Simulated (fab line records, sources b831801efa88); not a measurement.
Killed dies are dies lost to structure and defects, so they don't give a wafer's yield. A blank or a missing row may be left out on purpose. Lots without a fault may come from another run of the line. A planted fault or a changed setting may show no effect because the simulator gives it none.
A struck lot beside a sound one | flow sky130 | 43 steps out of a route of 708
Sound: wafers L582.1, L582.2, L582.4. Struck: wafers L594.2, L594.3, L594.6. The cause comes at the end.
At each step with rows: each side's tool, then ch and its chambers, then its first start. Under that, the readings that differ: sound wafers | struck wafers | difference of the means | sigmas: that difference in standard deviations of wafers without a fault.
alike: readings whose means differ by less than 2 such deviations, and words and numbers that are the same on both sides. not compared: withheld readings, readings that some wafer has no value for, bounds like >300 that may hide the same value, and numbers for which the record gives no deviation and whose values overlap.
The two part at a step that has a row with sigmas, a row that says differs or no value, or rows on one side only. Numbers that don't overlap but have no deviation are shown without sigmas and don't part them. A reading that every wafer of one side lacks parts them only if that side has two wafers or more.

SKY_SONOS_ONO_THK_MEAS_03:
  sound on film_metro-02, day 13 01:00; struck on film_metro-01, day 17 09:46
  alike: SONOS_ONO_CVD_02_THK
then, 1 step without rows for these wafers: SKY_SONOS_ONO_CVD_04 (deposits SiO2 from SiH4/N2O, target thk 5.7199 nm).
SKY_SONOS_ONO_THK_MEAS_05:
  sound on film_metro-01, day 13 02:19; struck on film_metro-02, day 17 12:32
  alike: SONOS_ONO_CVD_04_THK
then, 7 steps without rows for these wafers: SKY_SONOS_ONO_DEHYDRATE_06 (time 60 s); SKY_SONOS_ONO_HMDS_07 (prime time 60 s); SKY_SONOS_ONO_COAT_08 (resist thk 1140 nm); SKY_SONOS_ONO_SOFTBAKE_09 (time 60 s); SKY_SONOS_ONO_EXPOSE_10 (exposes mask ONOM, target cd 410 nm); SKY_SONOS_ONO_PEB_11; SKY_SONOS_ONO_DEVELOP_12 (develop time 60 s).
SKY_SONOS_ONO_CD_MEAS_13: target cd 410 nm.
  sound on cd_sem-01, day 14 02:59; struck on cd_sem-02, day 18 18:10
  alike: cd_nm
SKY_SONOS_ONO_OVL_MEAS_14:
  sound on overlay-02, day 14 03:07; struck on overlay-02, day 18 18:16
  alike: SONOS_ONO_OVL
SKY_SONOS_ONO_ETCH_15: etches the open film in CHF3/O2, target depth 19.52 nm, time 7.8 s.
  sound on rie_diel-04 ch 0,1,2, day 14 03:09; struck on rie_diel-03 ch 1,3, day 18 18:18
  alike: drypump_motor_current_A, oes_product_au, throttle_valve_pct
  not compared: rf_hours_counter_h
then, 1 step without rows for these wafers: SKY_SONOS_ONO_WET_ETCH_16 (etches SiO2 in dHF, target depth 14 nm, time 280 s).
SKY_SONOS_ONO_STRIP_17: strips in O2/N2.
  sound on plasma_asher-02 ch 0,1, day 14 03:15; struck on plasma_asher-03 ch 0,1, day 18 18:24
  reading                      | sound             | struck            | difference | sigmas
  strip_time_to_endpoint_s (s) | 14.05 14.06 14.03 | 14.10 14.13 14.17 | +0.09      | +2
  alike: drypump_motor_current_A, n2_flow_sccm, oes_product_au
  not compared: rf_hours_counter_h
then, 3 steps without rows for these wafers: SKY_SONOS_ONO_WET_ETCH_18 (etches Si3N4 in H3PO4, target depth 15 nm, time 172 s); SKY_GATE_OXIDE_CLEAN_00 (cleans in SC1/SC2, time 150 s); SKY_GATE_OXIDE_OXIDATION_01 (stabilise 600 s, purge 300 s, target thk 10.268 nm).
SKY_GATE_OXIDE_THK_MEAS_02:
  sound on film_metro-03, day 14 05:05; struck on film_metro-03, day 18 20:22
  alike: GATE_OXIDE_OXIDATION_00_THK
then, 7 steps without rows for these wafers: SKY_GATE_OXIDE_DEHYDRATE_03 (time 60 s); SKY_GATE_OXIDE_HMDS_04 (prime time 60 s); SKY_GATE_OXIDE_COAT_05 (resist thk 1140 nm); SKY_GATE_OXIDE_SOFTBAKE_06 (time 60 s); SKY_GATE_OXIDE_EXPOSE_07 (exposes mask LVOM, target cd 600 nm); SKY_GATE_OXIDE_PEB_08; SKY_GATE_OXIDE_DEVELOP_09 (develop time 60 s).
SKY_GATE_OXIDE_OVL_MEAS_10:
  sound on overlay-01, day 15 07:11; struck on overlay-01, day 20 03:14
  reading             | sound        | struck         | difference | sigmas
  GATE_OXIDE_OVL (nm) | -0.2 0.1 1.8 | -3.6 -3.6 -3.6 | -4.2       | -3
then, 2 steps without rows for these wafers: SKY_GATE_OXIDE_IMPLANT_11; SKY_GATE_OXIDE_WET_ETCH_12 (etches SiO2 in dHF, target depth 16.8 nm, time 336 s).
SKY_GATE_OXIDE_STRIP_13: strips in O2/N2.
  sound on plasma_asher-01 ch 0,1, day 15 07:36; struck on plasma_asher-01 ch 0,1, day 20 03:31
  alike: drypump_motor_current_A, n2_flow_sccm, oes_product_au, strip_time_to_endpoint_s
  not compared: rf_hours_counter_h
SKY_GATE_OXIDE_TW_MEAS_14:
  sound on film_metro-04, day 15 07:42; struck on film_metro-02, day 20 03:38
  alike: GATE_OXIDE_TW
then, 3 steps without rows for these wafers: SKY_GATE_OXIDE_CLEAN_15 (cleans in SC1/SC2, time 150 s); SKY_GATE_OXIDE_OXIDATION_16 (stabilise 600 s, purge 300 s, target thk 3.57 nm); SKY_POLY_GATE_CVD_00 (deposits poly-Si, target thk 180 nm, time 720 s).
SKY_POLY_GATE_THK_MEAS_01:
  sound on film_metro-04, day 15 10:32; struck on film_metro-04, day 20 07:41
  alike: POLY_GATE_CVD_00_THK
then, 7 steps without rows for these wafers: SKY_RES_PROTECT_DEHYDRATE_00 (time 60 s); SKY_RES_PROTECT_HMDS_01 (prime time 60 s); SKY_RES_PROTECT_COAT_02 (resist thk 1140 nm); SKY_RES_PROTECT_SOFTBAKE_03 (time 60 s); SKY_RES_PROTECT_EXPOSE_04 (exposes mask RPM, target cd 1270 nm); SKY_RES_PROTECT_PEB_05; SKY_RES_PROTECT_DEVELOP_06 (develop time 60 s).
-- the record jumps here: 30 days lie between the struck wafers' starts before and after (it left off in module RES_PROTECT and takes up again in module PAD_OPEN, whose first step shown is number 708 of the route) --
SKY_PAD_OPEN_PROBE_99:
  sound on prober-01, day 46 19:04; struck on prober-01, day 49 23:43
  reading             | sound    | struck      | difference | sigmas
  killed_at_front_end | 17 11 16 | 59 35 57    | +36        | +9
  killed_dies         | 99 80 89 | 103 107 125 | +22        | +2
  alike: killed_at_M0_to_M3, killed_at_M4_up, killed_at_contacts, killed_at_other, killed_open, killed_short

WHERE THEY PART
First at SKY_SONOS_ONO_STRIP_17; last, within this record, at SKY_PAD_OPEN_PROBE_99.

WHY: what the simulator had put in
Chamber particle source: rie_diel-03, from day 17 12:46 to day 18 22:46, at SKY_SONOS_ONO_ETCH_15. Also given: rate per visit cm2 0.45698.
